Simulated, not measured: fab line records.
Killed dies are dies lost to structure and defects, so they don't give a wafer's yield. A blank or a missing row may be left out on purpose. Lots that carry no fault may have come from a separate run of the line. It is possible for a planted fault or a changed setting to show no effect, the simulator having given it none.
fab line records    flow sky130
record lots=12  wafers=36  last_day=50
route steps=708 shown METAL1@450 VIA1@474 METAL2@485
lots with no fault: from the same line, run without faults
start_h: start of the lot's first displayed wafer, in hours after the record's first day    wait_h: how many hours have passed since the lot's step before this one    " the same as in the row above    L1.1+2: one row covering several wafers at once    - value missing, or start not given    * or withheld: withheld    < > ~ a bound
route shown NAME@n: NAME is a module with steps in the file, n the number in the route of the first one    usual: mean/standard deviation of fault-free wafers    same: alike in all rows    chamber/n: place in a boat    sites: readings site by site    _std_site: how widely they spread, as a standard deviation    _edge_site: inner sites' mean taken away from outer sites' mean    radius_mm: how far each site lies from the wafer's centre    mask NAME#n: copy n    behind: tool/chamber where the wafer was last shaped    hold: reason for holding the lot/hours on hold/outcome of the hold    device: the transistor (n, p or np) that didn't switch    end of line: tests run on the same wafers once the route is complete    where a step has no rows: the recipe by itself    killed: count of dies lost to structure and defects at first sort (not the wafer's yield)    map: per-die view of a wafer (x killed, . not killed, _ where there is no die)
set.NAME: the setting that was run; set.NAME@STEP: the one run at that earlier step    model.NAME: the simulator's own value behind a step, which no gauge read
steps of the route over a sample of lots; a table a step, a row a wafer
services: from which hour (start_h, from the record's first day; less than 0 if before it) a tool's chamber was out of use, for how many hours, and why
## steps
# step SKY_METAL1_OVL_MEAS_16
# usual METAL1_OVL=9/5.7
lot.wafer  tool        chamber  start_h  wait_h  METAL1_OVL[nm]
L668.1     overlay-02  -        783.33   0.1     8
L668.2     "           -        "        "       10
L668.4     "           -        "        "       8
L670.2     overlay-01  -        791.39   0.1     8
L670.3     "           -        "        "       13
L670.5     "           -        "        "       13
L669.3     overlay-02  -        792.88   0.1     5
L669.4     "           -        "        "       6
L669.5     "           -        "        "       -5
L671.1     overlay-02  -        804.61   0.1     -1
L671.4     "           -        "        "       12
L671.5     "           -        "        "       2
L672.2     overlay-02  -        807.99   0.1     11
L672.3     "           -        "        "       16
L672.4     "           -        "        "       12
L673.3     overlay-01  -        813.66   0.1     18
L673.4     "           -        "        "       18
L673.5     "           -        "        "       12
L678.1     overlay-01  -        849.30   0.1     13
L678.4     "           -        "        "       16
L678.6     "           -        "        "       22
L679.1     overlay-01  -        857.32   0.1     11
L679.3     "           -        "        "       18
L679.5     "           -        "        "       6
L684.2     overlay-02  -        886.32   0.1     10
L684.4     "           -        "        "       0
L684.5     "           -        "        "       10
L685.1     overlay-02  -        891.45   0.1     13
L685.2     "           -        "        "       16
L685.4     "           -        "        "       19
L690.4     overlay-01  -        931.35   0.1     1
L690.5     "           -        "        "       11
L690.6     "           -        "        "       1
L691.1     overlay-01  -        938.84   0.1     4
L691.3     "           -        "        "       7
L691.4     "           -        "        "       12
# step SKY_METAL1_ETCH_18
# recipe chemistry=N2/H2  target=BARC  ion_energy_ev=200  bias_w=100  pressure_mtorr=30  n2_flow_sccm=100  h2_flow_sccm=200  icp_w=500  stop_on=SiO2  time_s=45.9  target_depth_a=600
# usual drypump_motor_current_A=5.9/0.49  n2_flow_sccm=100.02/0.28  oes_product_au=0.855/0.0045  throttle_valve_pct=13.225/0.0089
lot.wafer  tool          chamber  start_h  wait_h  drypump_motor_current_A  n2_flow_sccm  oes_product_au  rf_hours_counter_h  throttle_valve_pct
L668.1     rie_metal-01  0        783.40   0.0     5.9                      99.66         0.856           3                   13.234
L668.2     "             1        "        "       6.2                      99.75         0.855           8                   13.210
L668.4     "             1        "        "       6.2                      99.76         0.852           -                   13.239
L670.2     rie_metal-02  0        791.45   0.0     5.2                      100.16        0.854           12                  13.216
L670.3     "             1        "        "       6.6                      100.02        0.855           -                   13.226
L670.5     "             1        "        "       6.6                      99.56         0.860           -                   13.234
L669.3     rie_metal-01  1        792.95   0.0     6.2                      100.11        0.848           -                   13.208
L669.4     "             0        "        "       5.9                      99.38         0.846           -                   13.222
L669.5     "             1        "        "       6.1                      100.21        0.852           -                   13.225
L671.1     rie_metal-01  1        804.67   0.0     6.1                      100.25        0.860           9                   13.229
L671.4     "             0        "        "       5.9                      100.50        0.848           -                   13.215
L671.5     "             0        "        "       5.9                      100.29        0.852           -                   13.232
L672.2     rie_metal-02  0        808.05   0.0     5.3                      99.98         0.860           12                  13.234
L672.3     "             1        "        "       6.5                      100.13        0.858           -                   13.226
L672.4     "             0        "        "       5.3                      100.24        0.854           -                   13.238
L673.3     rie_metal-02  0        813.79   0.1     5.2                      100.11        0.854           -                   13.228
L673.4     "             0        "        "       5.2                      99.95         0.851           -                   13.234
L673.5     "             0        "        "       5.2                      100.28        0.854           -                   13.238
L678.1     rie_metal-02  0        849.37   0.0     5.2                      100.02        0.848           14                  13.214
L678.4     "             1        "        "       6.6                      99.93         0.865           -                   13.218
L678.6     "             0        "        "       5.2                      99.81         0.861           -                   13.222
L679.1     rie_metal-01  0        857.38   0.0     5.9                      100.56        0.850           6                   13.250
L679.3     "             0        "        "       5.9                      100.46        0.850           -                   13.228
L679.5     "             0        "        "       5.9                      100.17        0.849           -                   13.214
L684.2     rie_metal-01  0        886.38   0.0     5.9                      100.04        0.846           7                   13.215
L684.4     "             0        "        "       5.9                      100.24        0.854           -                   13.223
L684.5     "             0        "        "       5.9                      100.05        0.855           -                   13.221
L685.1     rie_metal-02  1        891.55   0.1     6.6                      99.69         0.855           2                   13.223
L685.2     "             1        "        "       6.6                      99.98         0.850           -                   13.239
L685.4     "             1        "        "       6.6                      100.17        0.857           -                   13.224
L690.4     rie_metal-02  0        931.42   0.0     5.2                      100.17        0.857           -                   13.223
L690.5     "             1        "        "       6.6                      100.02        0.853           -                   13.230
L690.6     "             0        "        "       5.2                      99.66         0.856           -                   13.217
L691.1     rie_metal-02  1        938.90   0.0     6.6                      99.90         0.862           4                   13.237
L691.3     "             1        "        "       6.6                      99.99         0.844           -                   13.240
L691.4     "             0        "        "       5.2                      100.02        0.855           -                   13.228
# step SKY_VIA1_STRIP_16
# recipe chemistry=O2/N2  power_w=1400  pressure_mtorr=1500  platen_temp_c=withheld  o2_flow_sccm=3000  n2_flow_sccm=300  overash_fraction=0.5
# usual drypump_motor_current_A=5.69/0.29  n2_flow_sccm=299.9/0.9  oes_product_au=0.415/0.0041  strip_time_to_endpoint_s=4.457/0.02
lot.wafer  tool             chamber  start_h  wait_h  drypump_motor_current_A  n2_flow_sccm  oes_product_au  rf_hours_counter_h  strip_time_to_endpoint_s
L668.1     plasma_asher-03  0        811.31   0.0     5.95                     299.1         0.421           95                  4.470
L668.2     "                1        "        "       5.69                     301.0         0.411           95                  4.457
L668.4     "                0        "        "       5.95                     301.1         0.411           -                   4.445
L670.2     plasma_asher-03  0        818.71   0.0     5.99                     300.1         0.416           96                  4.443
L670.3     "                1        "        "       5.68                     298.5         0.417           -                   4.492
L670.5     "                1        "        "       5.68                     299.1         0.419           -                   4.447
L669.3     plasma_asher-03  1        820.72   0.1     5.68                     299.4         0.413           -                   4.478
L669.4     "                0        "        "       5.95                     300.3         0.410           -                   4.465
L669.5     "                1        "        "       5.69                     299.8         0.422           -                   4.454
L671.1     plasma_asher-03  0        832.75   0.0     5.96                     301.1         0.413           97                  4.435
L671.4     "                0        "        "       5.97                     301.6         0.407           -                   4.479
L671.5     "                0        "        "       5.96                     300.2         0.408           -                   4.411
L672.2     plasma_asher-04  1        835.96   0.0     5.65                     298.0         0.410           9                   4.455
L672.3     "                1        "        "       5.65                     299.8         0.416           -                   4.462
L672.4     "                0        "        "       5.30                     301.0         0.410           -                   4.425
L673.3     plasma_asher-04  0        841.73   0.1     5.36                     300.1         0.411           -                   4.429
L673.4     "                1        "        "       5.61                     299.4         0.419           -                   4.444
L673.5     "                1        "        "       5.66                     298.9         0.421           -                   4.455
L678.1     plasma_asher-03  1        876.55   0.0     5.68                     298.7         0.411           101                 4.488
L678.4     "                1        "        "       5.68                     298.3         0.419           -                   4.465
L678.6     "                0        "        "       5.97                     300.3         0.414           -                   4.440
L679.1     plasma_asher-04  1        883.89   0.0     5.67                     299.9         0.415           14                  4.444
L679.3     "                0        "        "       5.30                     300.9         0.417           -                   4.456
L679.5     "                0        "        "       5.32                     300.2         0.420           -                   4.436
L684.2     plasma_asher-03  0        912.75   0.0     5.92                     300.9         0.416           105                 4.456
L684.4     "                0        "        "       5.95                     300.2         0.413           -                   4.430
L684.5     "                1        "        "       5.69                     300.1         0.412           -                   4.447
L685.1     plasma_asher-04  1        918.26   0.0     5.63                     300.2         0.408           17                  4.461
L685.2     "                0        "        "       5.29                     298.5         0.410           17                  4.450
L685.4     "                1        "        "       5.63                     299.7         0.417           -                   4.441
L690.4     plasma_asher-02  1        956.64   0.1     5.22                     300.5         0.414           -                   4.437
L690.5     "                1        "        "       5.22                     299.4         0.410           -                   4.463
L690.6     "                0        "        "       6.38                     301.0         0.412           -                   4.447
L691.1     plasma_asher-04  1        964.45   0.0     5.68                     298.7         0.407           22                  4.478
L691.3     "                1        "        "       5.67                     299.3         0.425           -                   4.498
L691.4     "                0        "        "       5.31                     300.8         0.418           -                   4.490
# step SKY_METAL2_SPUTTER_02
# recipe material=AlCu  target_thk_nm=250  power_w=10600  time_s=13.3  chamber_pressure_pa=0.4
# usual throttle_valve_pct=30.2/1.5
lot.wafer  tool            chamber  start_h  wait_h  throttle_valve_pct
L668.1     pvd_sputter-04  -        812.59   0.0     29.9
L668.2     "               -        "        "       28.5
L668.4     "               -        "        "       31.6
L670.2     pvd_sputter-04  -        819.98   0.0     29.8
L670.3     "               -        "        "       31.8
L670.5     "               -        "        "       31.7
L669.3     pvd_sputter-03  -        821.99   0.0     29.6
L669.4     "               -        "        "       33.1
L669.5     "               -        "        "       33.0
L671.1     pvd_sputter-03  -        834.03   0.0     33.2
L671.4     "               -        "        "       29.3
L671.5     "               -        "        "       29.1
L672.2     pvd_sputter-03  -        837.27   0.0     29.4
L672.3     "               -        "        "       33.4
L672.4     "               -        "        "       29.7
L673.3     pvd_sputter-04  -        843.01   0.0     29.5
L673.4     "               -        "        "       28.5
L673.5     "               -        "        "       29.6
L678.1     pvd_sputter-04  -        877.83   0.0     31.6
L678.4     "               -        "        "       28.4
L678.6     "               -        "        "       29.7
L679.1     pvd_sputter-04  -        885.20   0.0     32.0
L679.3     "               -        "        "       29.6
L679.5     "               -        "        "       28.2
L684.2     pvd_sputter-01  -        914.40   0.0     27.9
L684.4     "               -        "        "       30.9
L684.5     "               -        "        "       29.9
L685.1     pvd_sputter-03  -        919.53   0.0     29.4
L685.2     "               -        "        "       31.4
L685.4     "               -        "        "       32.9
L690.4     pvd_sputter-04  -        957.88   0.0     29.8
L690.5     "               -        "        "       32.0
L690.6     "               -        "        "       29.3
L691.1     pvd_sputter-01  -        965.72   0.0     31.1
L691.3     "               -        "        "       31.5
L691.4     "               -        "        "       30.0
# step SKY_METAL2_RS_MEAS_05
# recipe thk_meas_gauge=four-point-probe  reads=TiN_of_METAL2_SPUTTER_04+Ti_of_METAL2_SPUTTER_03+AlCu_of_METAL2_SPUTTER_02+TiN_of_METAL2_SPUTTER_01+Ti_of_METAL2_SPUTTER_00
# usual METAL2_ALCU_RS=0.1267/0.0014
lot.wafer  tool           chamber  start_h  wait_h  METAL2_ALCU_RS[ohm/sq]
L668.1     film_metro-04  -        812.68   0.0     0.1258
L668.2     "              -        "        "       0.1273
L668.4     "              -        "        "       0.1262
L670.2     film_metro-04  -        820.09   0.0     0.1263
L670.3     "              -        "        "       0.1278
L670.5     "              -        "        "       0.1278
L669.3     film_metro-01  -        822.13   0.1     0.1268
L669.4     "              -        "        "       0.1269
L669.5     "              -        "        "       0.1276
L671.1     film_metro-01  -        834.12   0.0     0.1271
L671.4     "              -        "        "       0.1268
L671.5     "              -        "        "       0.1278
L672.2     film_metro-04  -        837.38   0.0     0.1294
L672.3     "              -        "        "       0.1291
L672.4     "              -        "        "       0.1281
L673.3     film_metro-04  -        843.14   0.1     0.1248
L673.4     "              -        "        "       0.1250
L673.5     "              -        "        "       0.1244
L678.1     film_metro-04  -        877.92   0.0     0.1272
L678.4     "              -        "        "       0.1270
L678.6     "              -        "        "       0.0679
L679.1     film_metro-04  -        885.30   0.0     0.1252
L679.3     "              -        "        "       0.0682
L679.5     "              -        "        "       0.1259
L684.2     film_metro-04  -        914.51   0.0     0.1267
L684.4     "              -        "        "       0.1255
L684.5     "              -        "        "       0.1259
L685.1     film_metro-02  -        919.62   0.0     0.1236
L685.2     "              -        "        "       0.1243
L685.4     "              -        "        "       0.1239
L690.4     film_metro-04  -        958.04   0.1     0.1271
L690.5     "              -        "        "       0.1273
L690.6     "              -        "        "       0.1280
L691.1     film_metro-04  -        965.81   0.0     0.1273
L691.3     "              -        "        "       0.1288
L691.4     "              -        "        "       0.1282
# step SKY_METAL2_THK_MEAS_06
# recipe thk_meas_gauge=xrf  reads=AlCu_of_METAL2_SPUTTER_02
# usual METAL2_ALCU_THK=253.5/2.7
lot.wafer  tool           chamber  start_h  wait_h  METAL2_ALCU_THK[nm]
L668.1     film_metro-04  -        812.80   0.1     256.1
L668.2     "              -        "        "       252.6
L668.4     "              -        "        "       253.3
L670.2     film_metro-04  -        820.20   0.1     254.2
L670.3     "              -        "        "       252.1
L670.5     "              -        "        "       251.5
L669.3     film_metro-01  -        822.23   0.1     251.7
L669.4     "              -        "        "       254.0
L669.5     "              -        "        "       252.8
L671.1     film_metro-01  -        834.24   0.1     252.2
L671.4     "              -        "        "       254.9
L671.5     "              -        "        "       254.0
L672.2     film_metro-04  -        837.49   0.1     249.0
L672.3     "              -        "        "       250.1
L672.4     "              -        "        "       249.9
L673.3     film_metro-04  -        843.24   0.1     258.0
L673.4     "              -        "        "       256.5
L673.5     "              -        "        "       258.2
L678.1     film_metro-04  -        878.04   0.1     250.4
L678.4     "              -        "        "       252.0
L678.6     "              -        "        "       465.0
L679.1     film_metro-04  -        885.42   0.1     254.2
L679.3     "              -        "        "       465.2
L679.5     "              -        "        "       255.0
L684.2     film_metro-04  -        914.62   0.1     252.6
L684.4     "              -        "        "       253.7
L684.5     "              -        "        "       254.0
L685.1     film_metro-02  -        919.74   0.1     259.4
L685.2     "              -        "        "       257.4
L685.4     "              -        "        "       257.9
L690.4     film_metro-04  -        958.13   0.1     251.6
L690.5     "              -        "        "       251.2
L690.6     "              -        "        "       250.8
L691.1     film_metro-04  -        965.93   0.1     253.1
L691.3     "              -        "        "       250.6
L691.4     "              -        "        "       249.4
# step SKY_METAL2_METAL_ETCH_19
# recipe target_depth_a=3600  stop_on=SiO2  over_etch_frac=0.3  time_s=78  chemistry=Cl2/BCl3  resist_sidewall_deg=88  pressure_mtorr=10  icp_w=900  bias_w=48.5  Cl2_flow_sccm=60  bcl3_flow_sccm=30
# usual drypump_motor_current_A=5.8/0.39  mfc_cl2_sccm=59.98/0.17  oes_product_au=0.854/0.0061  throttle_valve_pct=22.264/0.0086
lot.wafer  tool          chamber  start_h  wait_h  drypump_motor_current_A  mfc_cl2_sccm  oes_product_au  rf_hours_counter_h  throttle_valve_pct
L668.1     rie_metal-01  1        839.50   0.0     6.1                      59.94         0.852           10                  22.267
L668.2     "             0        "        "       5.9                      59.91         0.852           6                   22.263
L668.4     "             1        "        "       6.1                      59.69         0.848           -                   22.259
L670.2     rie_metal-04  1        847.90   0.0     5.1                      60.22         0.858           1                   22.268
L670.3     "             0        "        "       5.6                      59.60         0.860           -                   22.259
L670.5     "             1        "        "       5.1                      60.01         0.852           -                   22.271
L669.3     rie_metal-03  1        848.81   0.1     6.2                      59.93         0.850           -                   22.266
L669.4     "             0        "        "       5.4                      59.96         0.850           -                   22.267
L669.5     "             0        "        "       5.4                      60.16         0.840           -                   22.255
L671.1     rie_metal-03  1        860.75   0.1     6.2                      60.01         0.855           1                   22.266
L671.4     "             1        "        "       6.2                      60.00         0.863           -                   22.259
L671.5     "             1        "        "       6.2                      60.01         0.856           -                   22.279
L672.2     rie_metal-01  1        863.47   0.0     6.1                      59.90         0.847           11                  22.266
L672.3     "             1        "        "       6.1                      59.51         0.848           -                   22.263
L672.4     "             0        "        "       5.9                      59.90         0.850           -                   22.264
L673.3     rie_metal-03  0        870.18   0.1     5.4                      59.96         0.864           -                   22.266
L673.4     "             1        "        "       6.2                      59.81         0.855           -                   22.272
L673.5     "             1        "        "       6.2                      59.82         0.868           -                   22.286
L678.1     rie_metal-01  1        903.57   0.0     6.1                      60.24         0.852           13                  22.266
L678.4     "             0        "        "       5.9                      59.80         0.857           -                   22.270
L678.6     "             0        "        "       5.9                      59.69         0.991           -                   22.262
L679.1     rie_metal-01  1        910.10   0.0     6.1                      59.90         0.857           13                  22.275
L679.3     "             1        "        "       6.1                      59.92         0.980           -                   22.266
L679.5     "             0        "        "       5.9                      60.12         0.855           -                   22.271
L684.2     rie_metal-04  0        939.32   0.0     5.6                      60.19         0.851           8                   22.275
L684.4     "             1        "        "       5.1                      59.71         0.858           -                   22.272
L684.5     "             1        "        "       5.1                      60.05         0.851           -                   22.276
L685.1     rie_metal-03  0        944.08   0.0     5.4                      60.11         0.869           8                   22.257
L685.2     "             1        "        "       6.2                      59.65         0.863           5                   22.265
L685.4     "             0        "        "       5.4                      60.01         0.855           -                   22.268
L690.4     rie_metal-03  1        982.18   0.1     6.2                      59.85         0.849           -                   22.252
L690.5     "             1        "        "       6.2                      59.89         0.850           -                   22.258
L690.6     "             0        "        "       5.4                      59.89         0.844           -                   22.280
L691.1     rie_metal-01  0        989.10   0.0     5.9                      59.71         0.855           12                  22.272
L691.3     "             1        "        "       6.1                      59.76         0.853           -                   22.252
L691.4     "             0        "        "       5.9                      59.75         0.855           -                   22.267
## services
tool             chamber  start_h  hours  kind
plasma_asher-03  -        787.93   0.5    repair
rie_metal-03     -        793.13   0.2    repair
plasma_asher-02  -        797.45   2.8    pm
rie_metal-02     1        811.31   -      clean
rie_metal-02     1        811.31   22.4   scheduled_down
rie_metal-02     1        811.31   22.4   vent_cycle
rie_metal-03     0        856.76   10.4   repair
plasma_asher-03  -        870.19   6.1    repair
pvd_sputter-01   -        882.35   0.6    repair
pvd_sputter-03   -        882.81   15.7   repair
plasma_asher-02  -        883.86   8.6    repair
plasma_asher-02  -        884.26   3.9    repair
pvd_sputter-03   -        884.85   2.9    repair
rie_metal-02     0        886.84   -      clean
plasma_asher-03  -        895.18   1.1    repair
rie_metal-03     1        897.38   2.3    repair
rie_metal-04     1        925.21   2.4    repair
pvd_sputter-01   -        932.95   8.8    repair
rie_metal-02     -        939.08   1.9    repair
pvd_sputter-01   -        957.74   1.2    repair
pvd_sputter-03   -        958.76   12.5   repair
plasma_asher-03  -        972.97   1.6    repair
rie_metal-04     1        975.93   7.1    repair
pvd_sputter-01   -        988.33   20.5   repair
## key
first_sign step=SKY_METAL2_RS_MEAS_05  reading=METAL2_ALCU_RS  direction=down  sigmas=43  usual=0.1267  struck=0.0681
effect step=SKY_METAL2_THK_MEAS_06  reading=METAL2_ALCU_THK  direction=up  sigmas=78  usual=253.5  struck=465.1
effect step=SKY_METAL2_METAL_ETCH_19  reading=oes_product_au  direction=up  sigmas=22  usual=0.854  struck=0.985
met_at SKY_METAL2_SPUTTER_02
struck_lots L678,L679
struck_wafers L678.6,L679.3
later_rows_left_out L678.6,L679.3
sort_left_out L678.6,L679.3
not_acting_at SKY_METAL1_OVL_MEAS_16,SKY_METAL1_ETCH_18,SKY_VIA1_STRIP_16
onset_between 843.01 877.83
fault kind=process_parameter_drift  tool=pvd_sputter-04  chamber=-  onset_h=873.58  steps=SKY_METAL2_SPUTTER_02  channel=target_thk_nm  offset=209.13  shape=step  end_h=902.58  scope=struck_wafers_only  acts_in=these_recipes_only  stated=250
# sort_left_out: the simulated sort isn't trusted on such a fault, so these wafers' sort isn't shown, and their yield isn't known
# later_rows_left_out: the simulator's readings of these wafers behind a module that went badly wrong aren't trusted and aren't shown, but for the sort
